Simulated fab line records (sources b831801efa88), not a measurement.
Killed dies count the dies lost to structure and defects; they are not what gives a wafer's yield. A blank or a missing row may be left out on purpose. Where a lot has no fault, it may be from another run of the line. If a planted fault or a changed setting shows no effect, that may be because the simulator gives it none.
fab line records ; flow sky130
record: lots: 14; wafers: 42; last_day: 50
route steps=708 shown VIA1@466 PAD_OPEN@708
lots untouched by any fault: they come from a run of this same line in which no faults occurred
start_h: hours from the record's first day to the start of the lot's first wafer shown ; wait_h: hours elapsed since this lot's preceding step ; " the same as in the row above ; L1.1+2: a single row standing in for several wafers ; - no value present, or no start provided ; * or withheld: withheld ; < > ~ a bound
route shown NAME@n: names a module that has steps shown in the file, with the first one's number in the route ; usual: average and standard deviation across the fault-free wafers ; same: alike in all rows ; chamber/n: place in a boat ; sites: each site's reading ; _std_site: the values' standard deviation ; _edge_site: the outer-site mean with the inner-site mean subtracted ; radius_mm: for every site, how far away it sits from the centre of the wafer ; mask NAME#n: copy n ; behind: the last tool/chamber to shape the wafer ; hold: why the lot was held/for how many hours/how that ended ; device: transistor that didn't switch, given as n, p or np ; end of line: tests of these same wafers at the route's end ; a step without rows: its recipe alone ; killed: at the first sort, the dies lost to defects and structure; wafer yield is something else ; map: per-die view of a wafer (x killed, . not killed, _ where there is no die)
set.NAME: the setting that was run; set.NAME@STEP: the one run at that earlier step ; model.NAME: the simulator's own value behind a step, which no gauge read
one table for each step of the route and one row for each wafer, over a sample of lots
== steps ==
step: SKY_VIA1_SOFTBAKE_08
recipe: temp_c: 101; time_s: 90; resist: KrF-thick
usual: exhaust_pa: 44.9/0.8; heater_power_total_W: 58.15/0.12; run_length_s: 119.14/0.13
lot.wafer;tool;chamber;start_h;wait_h;exhaust_pa;heater_power_total_W;run_length_s
L553.2;litho_track-03;0;778;-;46.0;58.01;118.99
L553.3;litho_track-03;0;778;-;44.4;58.07;119.20
L553.6;litho_track-03;0;778;-;45.1;58.11;119.35
L554.2;litho_track-01;0;789;-;44.2;58.22;119.28
L554.4;litho_track-01;0;789;-;44.1;58.16;119.41
L554.5;litho_track-01;0;789;-;47.0;58.25;119.23
L555.2;litho_track-03;0;797;-;44.7;58.25;119.17
L555.3;litho_track-03;0;797;-;45.1;58.03;119.19
L555.6;litho_track-03;0;797;-;45.9;58.19;119.46
L556.2;litho_track-03;0;811;-;46.2;58.14;119.18
L556.5;litho_track-03;0;811;-;44.4;58.07;119.17
L556.6;litho_track-03;0;811;-;45.2;58.00;119.05
L559.4;litho_track-01;0;828;-;45.5;58.28;119.29
L559.5;litho_track-01;0;828;-;44.1;58.01;119.08
L559.6;litho_track-01;0;828;-;44.7;58.11;119.15
L560.1;litho_track-04;0;838;-;44.3;58.32;118.87
L560.2;litho_track-04;0;838;-;44.5;58.13;118.89
L560.3;litho_track-04;0;838;-;45.1;57.99;119.16
L562.2;litho_track-01;0;851;-;44.6;58.08;119.12
L562.4;litho_track-01;0;851;-;43.9;58.07;119.04
L562.6;litho_track-01;0;851;-;44.2;57.93;119.32
L563.1;litho_track-04;0;861;-;44.0;58.37;118.89
L563.5;litho_track-04;0;861;-;45.0;58.31;119.17
L563.6;litho_track-04;0;861;-;44.8;58.28;118.87
L566.1;litho_track-03;0;876;-;45.4;58.06;119.05
L566.2;litho_track-03;0;876;-;44.5;58.00;119.20
L566.5;litho_track-03;0;876;-;44.7;57.97;119.09
L567.1;litho_track-04;0;887;-;45.9;61.56;105.36
L567.3;litho_track-04;0;887;-;47.1;61.28;105.42
L567.6;litho_track-04;0;887;-;46.5;61.58;105.21
L568.1;litho_track-04;0;909;-;46.0;61.27;105.36
L568.3;litho_track-04;0;909;-;44.8;61.58;105.44
L568.6;litho_track-04;0;909;-;45.0;61.72;105.08
L573.1;litho_track-01;0;934;-;44.4;58.10;119.30
L573.2;litho_track-01;0;934;-;44.4;58.14;119.15
L573.4;litho_track-01;0;934;-;44.5;58.16;119.07
L574.1;litho_track-01;0;940;-;44.3;58.04;119.21
L574.4;litho_track-01;0;940;-;45.4;58.13;119.12
L574.6;litho_track-01;0;941;-;45.1;58.12;119.08
L576.4;litho_track-03;0;949;-;44.0;58.05;119.09
L576.5;litho_track-03;0;949;-;44.9;58.11;119.31
L576.6;litho_track-03;0;949;-;44.3;58.35;119.07
step: SKY_PAD_OPEN_PROBE_99
usual: defect_limited_yield: 82.6/1.9; killed_at_M0_to_M3: 42/7; killed_at_M4_up: 3.2/1.6; killed_at_contacts: 24/5.8; killed_at_front_end: 16/4.3; killed_at_other: 0.3/0.62; killed_dies: 86/9.5; killed_open: 46/6.4; killed_short: 39/6.3; sort_bin_3_pad_short: 0.9/0.43; sort_bin_5_function: 10.5/1.4; sort_bin_6_memory: 6.1/1.2; sort_n_pass: 406/9.5; sort_yield_pct: 82.6/1.9
same: gross_dies: 492; killed_at_back_side: 0; sort_bin_4_leakage[%]: 0; sort_bin_8_speed[%]: 0
lot.wafer;tool;chamber;start_h;wait_h;defect_limited_yield[%];killed_at_M0_to_M3;killed_at_M4_up;killed_at_contacts;killed_at_front_end;killed_at_other;killed_dies;killed_open;killed_short;sort_bin_3_pad_short[%];sort_bin_5_function[%];sort_bin_6_memory[%];sort_n_pass;sort_yield_pct[%]
L555.2;prober-02;-;1092.11;0.1;83.1;43;3;23;14;0;83;49;34;0.2;11.8;4.9;409;83.1
L555.3;prober-02;-;1092.16;0.2;84.1;48;3;21;6;0;78;38;40;1.2;9.8;4.9;414;84.1
L555.6;prober-02;-;1092.31;0.2;81.1;40;2;36;15;0;93;49;44;0.6;11.4;6.9;399;81.1
L556.2;prober-01;-;1102.87;0.1;84.8;38;1;13;23;0;75;43;32;0;10.4;4.9;417;84.8
L556.5;prober-01;-;1103.02;0.2;81.7;37;3;23;25;2;90;52;38;0.4;11.6;6.3;402;81.7
L556.6;prober-01;-;1103.07;0.2;79.1;56;2;24;21;0;103;60;41;1.8;13.0;6.1;389;79.1
L559.4;prober-01;-;1114.53;0.2;81.5;43;5;28;14;1;91;47;44;1.8;9.8;6.9;401;81.5
L559.5;prober-01;-;1114.58;0.2;83.9;30;2;25;21;1;79;42;36;1.4;8.9;5.7;413;83.9
L559.6;prober-01;-;1114.63;0.2;79.9;38;7;33;21;0;99;53;44;0.8;10.4;8.9;393;79.9
L560.1;prober-01;-;1121.70;0.1;80.3;44;5;31;17;0;97;55;42;1.2;12.4;6.1;395;80.3
L560.2;prober-01;-;1121.75;0.1;86.0;35;5;20;9;0;69;39;29;1.0;8.5;4.5;423;86.0
L560.3;prober-01;-;1121.80;0.2;85.2;34;2;25;12;0;73;41;31;0.4;9.8;4.7;419;85.2
L567.1;prober-02;-;1160.26;0.1;83.1;36;0;33;13;1;83;53;30;0.4;10.2;6.3;409;83.1
L567.3;prober-02;-;1160.36;0.2;82.9;42;5;26;11;0;84;48;35;0.6;9.1;7.3;408;82.9
L567.6;prober-02;-;1160.51;0.2;79.1;42;3;38;20;0;103;53;48;1.0;13.8;6.1;389;79.1
L568.1;prober-01;-;1171.86;0.1;82.9;40;3;21;19;1;84;45;39;1.0;9.8;6.3;408;82.9
L568.3;prober-01;-;1171.96;0.2;78.9;42;3;33;25;1;104;64;40;1.2;12.8;7.1;388;78.9
L568.6;prober-01;-;1172.11;0.2;81.3;51;3;21;15;2;92;49;43;0.8;11.8;6.1;400;81.3
killed by level:class
L555.2 VIA1:geometric_particle:open=13 CONTACT:geometric_particle:open=10 VIA2:geometric_particle:open=8 CONTACT:geometric_particle:short=6 METAL1:geometric_particle:short=5 POLY_GATE:geometric_particle:short=4 LI_CONTACT:geometric_particle:open=4 VIA3:geometric_particle:short=4
L555.3 VIA1:geometric_particle:open=13 VIA2:geometric_particle:open=7 VIA3:geometric_particle:short=6 CONTACT:geometric_particle:open=6 LOCAL_INTERCONNECT:geometric_particle:short=5 CONTACT:geometric_particle:short=5 VIA1:geometric_particle:short=5 LI_CONTACT:geometric_particle:open=4
L555.6 LOCAL_INTERCONNECT:geometric_particle:short=10 CONTACT:geometric_particle:open=9 VIA2:geometric_particle:open=7 LI_CONTACT:geometric_particle:open=6 CONTACT:geometric_particle:short=6 VIA3:geometric_particle:open=6 METAL1:geometric_particle:short=5 VIA1:geometric_particle:short=5
L556.2 VIA1:geometric_particle:open=9 VIA3:geometric_particle:open=9 METAL1:geometric_particle:short=7 VIA2:geometric_particle:open=6 FIELD_ISO:geometric_particle:short=5 POLY_GATE:geometric_particle:open=5 FIELD_ISO:geometric_particle:open=4 CONTACT:geometric_particle:short=4
L556.5 CONTACT:geometric_particle:open=12 FIELD_ISO:geometric_particle:short=6 LI_CONTACT:geometric_particle:open=6 FIELD_ISO:geometric_particle:open=5 POLY_GATE:geometric_particle:short=5 VIA3:geometric_particle:open=5 VIA1:geometric_particle:open=5 VIA2:geometric_particle:open=5
L556.6 VIA3:geometric_particle:open=16 LI_CONTACT:geometric_particle:open=10 METAL2:geometric_particle:short=7 CONTACT:geometric_particle:open=7 FIELD_ISO:geometric_particle:open=6 VIA1:geometric_particle:open=5 VIA2:geometric_particle:open=5 METAL1:geometric_particle:short=4
L559.4 CONTACT:geometric_particle:open=12 VIA1:geometric_particle:open=10 METAL2:geometric_particle:short=9 METAL1:geometric_particle:short=6 LI_CONTACT:geometric_particle:open=5 CONTACT:geometric_particle:short=5 VIA1:geometric_particle:short=5 FIELD_ISO:geometric_particle:open=4
L559.5 VIA1:geometric_particle:open=11 POLY_GATE:geometric_particle:open=8 CONTACT:geometric_particle:open=8 VIA1:geometric_particle:short=7 CONTACT:geometric_particle:short=6 LOCAL_INTERCONNECT:geometric_particle:short=5 FIELD_ISO:geometric_particle:short=4 LI_CONTACT:geometric_particle:open=4
L559.6 CONTACT:geometric_particle:open=14 VIA3:geometric_particle:open=8 LI_CONTACT:geometric_particle:open=7 VIA1:geometric_particle:open=7 LOCAL_INTERCONNECT:geometric_particle:short=6 POLY_GATE:geometric_particle:short=5 METAL4:geometric_particle:short=5 METAL2:geometric_particle:short=5
L560.1 LOCAL_INTERCONNECT:geometric_particle:short=10 VIA3:geometric_particle:open=9 VIA2:geometric_particle:open=9 CONTACT:geometric_particle:open=8 VIA1:geometric_particle:open=7 POLY_GATE:geometric_particle:open=6 LI_CONTACT:geometric_particle:open=6 CONTACT:geometric_particle:short=5
L560.2 VIA2:geometric_particle:open=12 LI_CONTACT:geometric_particle:open=6 CONTACT:geometric_particle:open=6 METAL4:geometric_particle:short=5 METAL2:geometric_particle:short=4 VIA3:geometric_particle:open=4 POLY_GATE:geometric_particle:open=3 LOCAL_INTERCONNECT:geometric_particle:short=3
L560.3 LI_CONTACT:geometric_particle:open=10 METAL2:geometric_particle:short=7 CONTACT:geometric_particle:open=6 VIA1:geometric_particle:open=6 VIA2:geometric_particle:open=5 POLY_GATE:geometric_particle:open=4 METAL3:geometric_particle:short=4 VIA1:geometric_particle:short=3
L567.1 VIA1:geometric_particle:open=12 LI_CONTACT:geometric_particle:open=11 CONTACT:geometric_particle:open=9 VIA2:geometric_particle:open=5 LOCAL_INTERCONNECT:geometric_particle:short=5 POLY_GATE:geometric_particle:open=4 LI_CONTACT:geometric_particle:short=4 METAL1:geometric_particle:open=4
L567.3 VIA1:geometric_particle:open=13 CONTACT:geometric_particle:open=9 VIA2:geometric_particle:open=8 CONTACT:geometric_particle:short=6 LOCAL_INTERCONNECT:geometric_particle:short=5 VIA3:geometric_particle:open=5 POLY_GATE:geometric_particle:open=4 LI_CONTACT:geometric_particle:open=4
L567.6 CONTACT:geometric_particle:open=15 METAL2:geometric_particle:short=8 VIA2:geometric_particle:open=8 CONTACT:geometric_particle:short=7 VIA1:geometric_particle:short=7 VIA3:geometric_particle:open=7 LOCAL_INTERCONNECT:geometric_particle:short=6 LI_CONTACT:geometric_particle:open=6
L568.1 CONTACT:geometric_particle:open=10 VIA1:geometric_particle:open=7 FIELD_ISO:geometric_particle:short=6 LI_CONTACT:geometric_particle:open=6 VIA2:geometric_particle:open=6 METAL1:geometric_particle:short=6 METAL2:geometric_particle:short=5 POLY_GATE:geometric_particle:short=4
L568.3 VIA1:geometric_particle:open=16 CONTACT:geometric_particle:open=11 LI_CONTACT:geometric_particle:open=10 FIELD_ISO:geometric_particle:short=7 FIELD_ISO:geometric_particle:open=6 LOCAL_INTERCONNECT:geometric_particle:short=6 VIA2:geometric_particle:open=6 POLY_GATE:geometric_particle:open=5
L568.6 CONTACT:geometric_particle:open=12 VIA1:geometric_particle:open=12 VIA1:geometric_particle:short=10 VIA3:geometric_particle:open=6 FIELD_ISO:geometric_particle:short=5 METAL2:geometric_particle:short=5 VIA2:geometric_particle:open=5 VIA2:geometric_particle:short=5
== key ==
first_sign: step: SKY_VIA1_SOFTBAKE_08; reading: run_length_s; direction: down; sigmas: 99+; usual: *; struck: *
effect: step: SKY_VIA1_SOFTBAKE_08; reading: heater_power_total_W; direction: up; sigmas: 28; usual: *; struck: *
met_at SKY_VIA1_SOFTBAKE_08
struck_lots L567,L568
onset_between 861 887
fault: kind: process_parameter_drift; tool: litho_track-04; chamber: -; onset_h: 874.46; steps: SKY_VIA1_SOFTBAKE_08; channel: time_s; offset: *; shape: step; end_h: 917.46; acts_in: *; stated: *
